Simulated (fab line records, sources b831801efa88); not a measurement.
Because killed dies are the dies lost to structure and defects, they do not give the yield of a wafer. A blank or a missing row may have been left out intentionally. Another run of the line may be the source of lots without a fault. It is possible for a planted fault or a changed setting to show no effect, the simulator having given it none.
fab line records	flow sfq-line
record: lots: 14	wafers: 42	last-day: 100
route steps=325 shown I5@228 C5@247 M6@253
lots untouched by any fault: they come from a run of this same line in which no faults occurred
start-h: hours from the record's first day to the start of the lot's first wafer shown	wait-h: hours since the lot's step before	" the same as in the row above	L1.1+2: one row covering several wafers at once	- either no value or no given start	* or withheld: withheld	< > ~ a bound
route shown NAME@n: a module of which the file shows steps, and the number in the route of the first	usual: average and standard deviation across the fault-free wafers	same: alike in all rows	chamber/n: place in a boat	sites: each site's reading	_std_site: standard deviation of those values	_edge_site: inner sites' mean taken away from outer sites' mean	radius-mm: for every site, how far away it sits from the centre of the wafer	mask NAME#n: copy n	behind: the most recent tool/chamber to have shaped the wafer	hold: reason for holding the lot/hours on hold/outcome of the hold	device: which transistor (n, p or np) failed to switch	end of line: at the end of the route, the tests of the same wafers	where a step has no rows: the recipe by itself	killed: not the wafer's yield, but the dies lost to structure and defects at the first sort	map: a wafer's dies, x killed, . not, _ none there
set.NAME: the setting the step ran with; set.NAME@STEP: the setting that earlier step ran with	model.NAME: the simulator's own value behind a step, which no gauge read
one table for each step of the route and one row for each wafer, over a sample of lots
services: the hour from which a tool's chamber was out of use, counted from the record's first day as start-h (under 0 if before that day), plus the number of hours and why
== steps ==
step: SFQ_TRILAYER_A5C_DEP_PECVD_142
recipe: material: SiO2	temp-c: 150	time-s: 15.556	pressure-torr: 2.4	rf-w: 183.3	precursor: SiH4/N2O	target-thk-nm: 70
usual: heater-power-w: 86/13	throttle-valve-pct: 24.2/1.1
lot.wafer	tool	chamber	start-h	wait-h	heater-power-w	throttle-valve-pct
L333.1	pecvd-03	0	1576.78	0.0	91	24.0
L333.2	"	2	"	"	107	23.0
L333.3	"	1	"	"	80	22.5
L334.1	pecvd-01	2	1593.75	0.0	83	25.9
L334.3	"	1	"	"	87	25.6
L334.5	"	2	"	"	84	26.0
L336.2	pecvd-01	1	1607.98	0.0	84	25.8
L336.3	"	0	"	"	102	26.5
L336.6	"	1	"	"	88	25.6
L338.1	pecvd-02	0	1636.04	0.0	71	24.9
L338.4	"	2	"	"	107	24.8
L338.5	"	1	"	"	58	23.9
L339.1	pecvd-01	2	1644.71	0.0	75	25.6
L339.4	"	1	"	"	89	25.6
L339.5	"	2	"	"	75	26.0
L340.1	pecvd-02	2	1653.68	0.0	92	24.5
L340.3	"	0	"	"	73	24.7
L340.5	"	0	"	"	75	24.8
L341.1	pecvd-03	0	1655.24	0.0	102	24.5
L341.2	"	2	"	"	97	23.2
L341.4	"	2	"	"	99	23.1
L344.3	pecvd-01	0	1663.35	0.0	93	26.3
L344.4	"	2	"	"	83	25.6
L344.6	"	1	"	"	87	25.6
L347.1	pecvd-02	1	1683.73	0.0	63	23.8
L347.2	"	0	"	"	60	25.0
L347.5	"	1	"	"	65	23.5
L350.1	pecvd-01	1	1810.80	0.0	92	23.4
L350.4	"	0	"	"	100	23.1
L350.6	"	1	"	"	90	23.2
L353.3	pecvd-03	2	1826.40	0.0	93	23.4
L353.4	"	0	"	"	86	25.3
L353.6	"	1	"	"	83	23.3
L354.2	pecvd-03	0	1831.20	0.0	94	25.1
L354.3	"	2	"	"	94	23.5
L354.4	"	0	"	"	95	25.1
L355.1	pecvd-01	1	1832.40	0.0	85	23.3
L355.4	"	0	"	"	96	23.1
L355.5	"	1	"	"	87	23.4
L356.1	pecvd-02	2	1858.85	0.0	95	24.9
L356.3	"	1	"	"	59	23.6
L356.6	"	2	"	"	94	24.5
step: SFQ_TRILAYER_C5_BARC_OPEN_VIA_ETCH_210
recipe: mask-material: PR	chemistry: O2	target-depth-nm: 125	target: BARC	source-w: 500	bias-w: 80	pressure-mtorr: 30	time-s: 41.7
usual: drypump-motor-current-A: 5.8/0.52	oes-product-au: 0.686/0.0044
lot.wafer	tool	chamber	start-h	wait-h	drypump-motor-current-A	oes-product-au	rf-hours-counter-h
L333.1	rie-diel-02	3	1674.48	0.0	5.5	0.686	19
L333.2	"	2	"	"	6.1	0.687	11
L333.3	"	1	"	"	5.6	0.691	16
L334.1	rie-diel-01	2	1702.86	0.0	5.4	0.681	18
L334.3	"	3	"	"	5.2	0.684	19
L334.5	"	0	"	"	5.9	0.689	-
L336.2	rie-diel-01	2	1706.46	0.0	5.4	0.687	18
L336.3	"	3	"	"	5.2	0.692	19
L336.6	"	2	"	"	5.4	0.683	-
L338.1	rie-diel-01	0	1749.42	0.0	5.9	0.676	16
L338.4	"	3	"	"	5.2	0.683	0
L338.5	"	1	"	"	6.2	0.683	-
L339.1	rie-diel-01	0	1796.82	0.0	5.9	0.681	17
L339.4	"	1	"	"	6.1	0.678	-
L339.5	"	0	"	"	5.9	0.681	-
L340.1	rie-diel-03	1	1798.15	0.0	6.5	0.687	18
L340.3	"	2	"	"	5.4	0.680	16
L340.5	"	1	"	"	6.5	0.678	-
L341.1	rie-diel-02	2	1803.91	0.0	6.2	0.684	12
L341.2	"	0	"	"	6.7	0.687	16
L341.4	"	1	"	"	5.6	0.690	18
L344.3	rie-diel-03	3	1891.56	0.0	5.1	0.693	17
L344.4	"	1	"	"	6.5	0.691	19
L344.6	"	1	"	"	6.5	0.692	-
L347.1	rie-diel-01	1	1913.28	0.0	6.1	0.690	15
L347.2	"	3	"	"	5.2	0.685	3
L347.5	"	2	"	"	5.4	0.692	-
L350.1	rie-diel-02	3	1931.41	0.0	5.5	0.686	3
L350.4	"	1	"	"	5.6	0.689	20
L350.6	"	3	"	"	5.5	0.687	-
L353.3	rie-diel-02	3	1936.21	0.0	5.5	0.691	3
L353.4	"	1	"	"	5.6	0.684	20
L353.6	"	1	"	"	5.6	0.684	-
L354.2	rie-diel-03	2	1962.68	0.0	5.5	0.691	18
L354.3	"	0	"	"	5.4	0.685	12
L354.4	"	1	"	"	6.5	0.684	0
L355.1	rie-diel-01	3	1963.88	0.0	5.2	0.681	4
L355.4	"	1	"	"	6.1	0.692	16
L355.5	"	3	"	"	5.2	0.690	-
L356.1	rie-diel-02	3	1967.76	0.0	5.5	0.687	4
L356.3	"	3	"	"	5.5	0.679	-
L356.6	"	0	"	"	6.7	0.685	-
step: SFQ_M6_RS_MEAS_938
recipe: thk-meas-gauge: four-point-probe	reads: Nb_of_TRILAYER_M6_DEP_SPUTTER_157
usual: M6_NB_RS: 0.889/0.0086
lot.wafer	tool	chamber	start-h	wait-h	M6_NB_RS[ohm/sq]
L333.1	film-metro-03	-	1675.47	0.0	0.899
L333.2	"	-	"	"	0.890
L333.3	"	-	"	"	0.907
L334.1	film-metro-03	-	1703.86	0.0	0.899
L334.3	"	-	"	"	0.914
L334.5	"	-	"	"	0.895
L336.2	film-metro-03	-	1707.46	0.1	0.890
L336.3	"	-	"	"	0.890
L336.6	"	-	"	"	0.887
L338.1	film-metro-01	-	1750.44	0.0	0.896
L338.4	"	-	"	"	0.880
L338.5	"	-	"	"	0.878
L339.1	film-metro-02	-	1797.80	0.0	0.889
L339.4	"	-	"	"	0.893
L339.5	"	-	"	"	0.892
L340.1	film-metro-03	-	1799.13	0.0	0.890
L340.3	"	-	"	"	0.895
L340.5	"	-	"	"	0.896
L341.1	film-metro-03	-	1805.66	0.0	0.896
L341.2	"	-	"	"	0.891
L341.4	"	-	"	"	0.883
L344.3	film-metro-02	-	1892.58	0.1	0.890
L344.4	"	-	"	"	0.885
L344.6	"	-	"	"	0.892
L347.1	film-metro-02	-	1914.26	0.0	0.891
L347.2	"	-	"	"	0.879
L347.5	"	-	"	"	0.892
L350.1	film-metro-01	-	1932.99	0.0	0.880
L350.4	"	-	"	"	0.907
L350.6	"	-	"	"	0.890
L353.3	film-metro-01	-	1937.23	0.1	0.894
L353.4	"	-	"	"	0.888
L353.6	"	-	"	"	0.894
L354.2	film-metro-01	-	1963.68	0.1	0.890
L354.3	"	-	"	"	0.905
L354.4	"	-	"	"	0.903
L355.1	film-metro-03	-	1964.87	0.0	0.904
L355.4	"	-	"	"	0.892
L355.5	"	-	"	"	0.891
L356.1	film-metro-02	-	1968.79	0.0	0.891
L356.3	"	-	"	"	0.884
L356.6	"	-	"	"	0.880
step: SFQ_TRILAYER_M6_LITHO_COAT_159
recipe: resist: KrF	spin-rpm: 3000	resist-thk-nm: 600
usual: chill-plate-temp-C: 23.03/0.12	exhaust-pa: 44.8/0.9	spin-speed-rpm: 2999.9/2.3
lot.wafer	tool	chamber	start-h	wait-h	chill-plate-temp-C	exhaust-pa	spin-speed-rpm
L333.1	litho-track-03	0	1675.95	0.2	23.11	44.4	3001.3
L333.2	"	0	"	"	23.07	45.6	2999.1
L333.3	"	0	"	"	23.08	45.9	2996.7
L334.1	litho-track-04	0	1704.34	0.2	23.08	45.7	3005.3
L334.3	"	0	"	"	23.08	44.8	3003.5
L334.5	"	0	"	"	22.81	45.6	3002.4
L336.2	litho-track-03	0	1707.97	0.2	23.20	45.8	2999.0
L336.3	"	0	"	"	23.14	45.1	2999.6
L336.6	"	0	"	"	23.16	46.1	3002.7
L338.1	litho-track-04	0	1750.92	0.2	22.99	45.3	3002.3
L338.4	"	0	"	"	22.98	44.0	3004.5
L338.5	"	0	"	"	22.89	45.4	2999.9
L339.1	litho-track-01	0	1798.28	0.2	23.14	43.5	3000.7
L339.4	"	0	"	"	23.12	43.4	2999.0
L339.5	"	0	"	"	23.00	42.3	2998.9
L340.1	litho-track-04	0	1799.61	0.2	23.08	44.8	2996.5
L340.3	"	0	"	"	22.93	45.2	2997.2
L340.5	"	0	"	"	22.92	45.4	2996.5
L341.1	litho-track-01	0	1806.14	0.2	22.91	43.6	3005.8
L341.2	"	0	"	"	22.91	43.1	3002.9
L341.4	"	0	"	"	23.00	43.7	3002.9
L344.3	litho-track-01	0	1893.12	0.2	22.80	45.4	3060.0
L344.4	"	0	"	"	22.85	45.8	3060.7
L344.6	"	0	"	"	22.90	46.0	3058.3
L347.1	litho-track-01	0	1914.75	0.2	22.94	44.7	3061.1
L347.2	"	0	"	"	23.02	44.0	3061.1
L347.5	"	0	"	"	22.89	44.9	3060.8
L350.1	litho-track-03	0	1933.47	0.2	23.09	44.6	3002.4
L350.4	"	0	"	"	23.05	44.6	2999.5
L350.6	"	0	"	"	22.96	44.5	2999.6
L353.3	litho-track-04	0	1937.77	0.2	23.15	45.4	2999.1
L353.4	"	0	"	"	23.09	46.0	3001.6
L353.6	"	0	"	"	22.98	44.3	3001.8
L354.2	litho-track-04	0	1964.19	0.2	22.96	46.3	3000.6
L354.3	"	0	"	"	22.85	44.9	2998.5
L354.4	"	0	"	"	22.85	45.4	2999.1
L355.1	litho-track-04	0	1965.35	0.2	23.03	45.6	3000.2
L355.4	"	0	"	"	23.09	44.8	3000.7
L355.5	"	0	"	"	23.22	44.0	2998.8
L356.1	litho-track-04	0	1969.27	0.2	23.13	45.0	2998.8
L356.3	"	0	"	"	23.00	44.1	2999.3
L356.6	"	0	"	"	23.02	44.6	3003.0
== services ==
tool	chamber	start-h	hours	kind
rie-diel-01	0	1594.81	2.8	repair
rie-diel-02	2	1619.33	4.2	repair
rie-diel-01	1	1620.29	4.6	repair
rie-diel-02	3	1659.36	2.8	repair
rie-diel-01	2	1662.85	7.8	repair
rie-diel-02	-	1663.26	0.3	repair
pecvd-01	0	1680.67	9.2	repair
pecvd-01	-	1686.25	14.0	pm
rie-diel-02	3	1689.75	2.5	repair
rie-diel-01	0	1691.98	5.2	repair
rie-diel-02	3	1699.59	4.5	repair
rie-diel-01	1	1701.57	13.4	repair
pecvd-01	0	1719.58	4.9	repair
pecvd-01	-	1725.74	5.5	pm
rie-diel-02	-	1740.46	1.2	repair
pecvd-01	-	1772.22	1.2	repair
rie-diel-02	-	1801.40	0.8	repair
rie-diel-02	1	1820.05	14.8	repair
rie-diel-01	1	1828.58	8.0	repair
rie-diel-01	2	1851.29	2.7	repair
rie-diel-02	2	1882.30	1.4	repair
rie-diel-01	2	1899.59	5.0	repair
rie-diel-02	2	1920.76	7.0	repair
rie-diel-01	-	1957.74	0.3	repair
== key ==
first-sign: step: SFQ_TRILAYER_M6_LITHO_COAT_159	reading: spin-speed-rpm	direction: up	sigmas: 27	usual: 2999.9	struck: 3060.3
effect none on later readings
met-at SFQ_TRILAYER_M6_LITHO_COAT_159
struck-lots L344,L347
not-acting-at SFQ_TRILAYER_A5C_DEP_PECVD_142,SFQ_TRILAYER_C5_BARC_OPEN_VIA_ETCH_210,SFQ_M6_RS_MEAS_938
onset-between 1806.14 1893.12
fault: kind: process-parameter-drift	tool: litho-track-01	chamber: -	onset-h: 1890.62	steps: SFQ_TRILAYER_M6_LITHO_COAT_159	channel: spin-rpm	offset: 61.826	shape: step	end-h: 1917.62	acts-in: these-recipes-only	stated: 3000
